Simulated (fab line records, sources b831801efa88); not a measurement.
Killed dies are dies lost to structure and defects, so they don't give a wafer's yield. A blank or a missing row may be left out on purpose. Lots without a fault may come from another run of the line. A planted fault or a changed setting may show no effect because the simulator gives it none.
A struck lot beside a sound one | flow sky130 | 43 steps out of a route of 708
Sound: wafers L462.4, L462.5, L462.6. Struck: wafers L474.1, L474.3, L474.5. The cause comes at the end.
At each step with rows: each side's tool, then ch and its chambers, then its first start. Under that, the readings that differ: sound wafers | struck wafers | difference of the means | sigmas: that difference in standard deviations of wafers without a fault.
alike: readings whose means differ by less than 2 such deviations, and words and numbers that are the same on both sides. not compared: withheld readings, readings that some wafer has no value for, bounds like >300 that may hide the same value, and numbers for which the record gives no deviation and whose values overlap.
The two part at a step that has a row with sigmas, a row that says differs or no value, or rows on one side only. Numbers that don't overlap but have no deviation are shown without sigmas and don't part them. A reading that every wafer of one side lacks parts them only if that side has two wafers or more.

SKY_FIELD_ISO_ETCH_17: etches Si in HBr/Cl2/O2, target depth 342 nm, time 97.7 s.
  sound on rie_si-01 ch 0,1, day 2 20:29; struck on rie_si-02 ch 2,3, day 5 14:55
  alike: drypump_motor_current_A, oes_product_au, throttle_valve_pct
  not compared: rf_hours_counter_h
then, 5 steps without rows for these wafers: SKY_FIELD_ISO_WET_ETCH_18 (etches Si3N4 in H3PO4, target depth 25 nm, time 286 s); SKY_FIELD_ISO_CLEAN_19 (cleans in SC1/SC2, time 150 s); SKY_FIELD_ISO_CLEAN_20 (cleans in dHF, time 20 s); SKY_FIELD_ISO_WET_ETCH_21 (etches SiO2 in dHF, target depth 20 nm, time 400 s); SKY_FIELD_ISO_OXIDATION_22 (stabilise 600 s, purge 300 s, target thk 10 nm).
SKY_FIELD_ISO_THK_MEAS_23:
  sound on film_metro-03, day 2 22:46; struck on film_metro-02, day 5 16:49
  reading                         | sound             | struck         | difference | sigmas
  FIELD_ISO_OXIDATION_01_THK (nm) | 10.10 10.17 10.12 | 9.65 9.72 9.63 | -0.46      | -2
then, 1 step without rows for these wafers: SKY_FIELD_ISO_CVD_24 (deposits SiO2, target thk 595 nm, time 99.2 s).
SKY_FIELD_ISO_THK_MEAS_25:
  sound on film_metro-02, day 2 22:53; struck on film_metro-01, day 5 16:56
  reading                   | sound       | struck      | difference | sigmas
  FIELD_ISO_CVD_24_THK (nm) | 583 591 589 | 603 605 611 | +19        | +3
then, 1 step without rows for these wafers: SKY_FIELD_ISO_ANNEAL_26 (time 1800 s).
SKY_FIELD_ISO_CMP_27: polishes, stops on Si3N4, t overpolish 16 s, target thk 457.8 nm.
  sound on cmp-01 ch 0,1,3, day 3 02:22; struck on cmp-01 ch 0,1,3, day 5 18:33
  alike: motor_current_A, overpolish_run_s, time_to_endpoint_s
then, 1 step without rows for these wafers: SKY_FIELD_ISO_WET_ETCH_28 (etches SiO2 in dHF, target depth 23.7 nm, time 47 s).
SKY_FIELD_ISO_WET_ETCH_29: etches Si3N4 in H3PO4, target depth 160 nm, time 1825 s.
  sound on wet_bench-02 ch 1, day 3 02:35; struck on wet_bench-03 ch 1, day 5 18:49
then, 3 steps without rows for these wafers: SKY_FIELD_ISO_WET_ETCH_30 (etches SiO2 in dHF, target depth 25 nm, time 50 s); SKY_NWELL_CLEAN_00 (cleans in SC1/SC2, time 150 s); SKY_NWELL_OXIDATION_01 (stabilise 600 s, purge 300 s, target thk 10 nm).
SKY_NWELL_THK_MEAS_02:
  sound on film_metro-03, day 3 06:30; struck on film_metro-03, day 5 21:08
  alike: NWELL_OXIDATION_THK
then, 8 steps without rows for these wafers: SKY_DNWELL_DEHYDRATE_00 (time 60 s); SKY_DNWELL_HMDS_01 (prime time 60 s); SKY_DNWELL_COAT_02 (resist thk 3000 nm); SKY_DNWELL_SOFTBAKE_03; SKY_DNWELL_EXPOSE_04 (exposes mask DNM, target cd 3000 nm); SKY_DNWELL_PEB_05; SKY_DNWELL_DEVELOP_06 (develop time 60 s); SKY_DNWELL_IMPLANT_07.
SKY_DNWELL_STRIP_08: strips in O2/N2.
  sound on plasma_asher-04 ch 0,1, day 3 22:25; struck on plasma_asher-03 ch 0,1, day 6 14:31
  alike: drypump_motor_current_A, oes_product_au, strip_time_to_endpoint_s
  not compared: rf_hours_counter_h
SKY_DNWELL_TW_MEAS_09:
  sound on film_metro-01, day 3 22:31; struck on film_metro-01, day 6 14:37
  alike: DNWELL_TW
then, 7 steps without rows for these wafers: SKY_PWDE_DEHYDRATE_00 (time 60 s); SKY_PWDE_HMDS_01 (prime time 60 s); SKY_PWDE_COAT_02 (resist thk 3000 nm); SKY_PWDE_SOFTBAKE_03; SKY_PWDE_EXPOSE_04 (exposes mask PWDEM, target cd 840 nm); SKY_PWDE_PEB_05; SKY_PWDE_DEVELOP_06 (develop time 60 s).
SKY_PWDE_OVL_MEAS_07:
  sound on overlay-02, day 4 14:57; struck on overlay-02, day 7 09:01
  alike: PWDE_OVL
then, 1 step without rows for these wafers: SKY_PWDE_IMPLANT_08.
SKY_PWDE_STRIP_09: strips in O2/N2.
  sound on plasma_asher-01 ch 0,1, day 4 15:09; struck on plasma_asher-02 ch 0,1, day 7 09:13
  alike: drypump_motor_current_A, oes_product_au, strip_time_to_endpoint_s
  not compared: rf_hours_counter_h
SKY_PWDE_TW_MEAS_10:
  sound on film_metro-03, day 4 15:14; struck on film_metro-01, day 7 09:19
  alike: PWDE_TW
then, 4 steps without rows for these wafers: SKY_NWELL_DEHYDRATE_03 (time 60 s); SKY_NWELL_HMDS_04 (prime time 60 s); SKY_NWELL_COAT_05 (resist thk 3000 nm); SKY_NWELL_SOFTBAKE_06.
-- the record jumps here: 42 days lie between the struck wafers' starts before and after (it left off in module NWELL and takes up again in module PAD_OPEN, whose first step shown is number 708 of the route) --
SKY_PAD_OPEN_PROBE_99:
  sound on prober-02, day 46 08:47; struck on prober-02, day 49 08:27
  reading             | sound    | struck      | difference | sigmas
  killed_at_front_end | 18 7 10  | 74 74 76    | +63        | +15
  killed_dies         | 87 73 80 | 133 136 148 | +59        | +7
  killed_on_rim       | 17 16 17 | 21 29 36    | +12        | +3
  alike: killed_at_M0_to_M3, killed_at_M4_up, killed_at_contacts, killed_at_other, killed_open, killed_short

WHERE THEY PART
First at SKY_FIELD_ISO_THK_MEAS_23; last, within this record, at SKY_PAD_OPEN_PROBE_99.

WHY: what the simulator had put in
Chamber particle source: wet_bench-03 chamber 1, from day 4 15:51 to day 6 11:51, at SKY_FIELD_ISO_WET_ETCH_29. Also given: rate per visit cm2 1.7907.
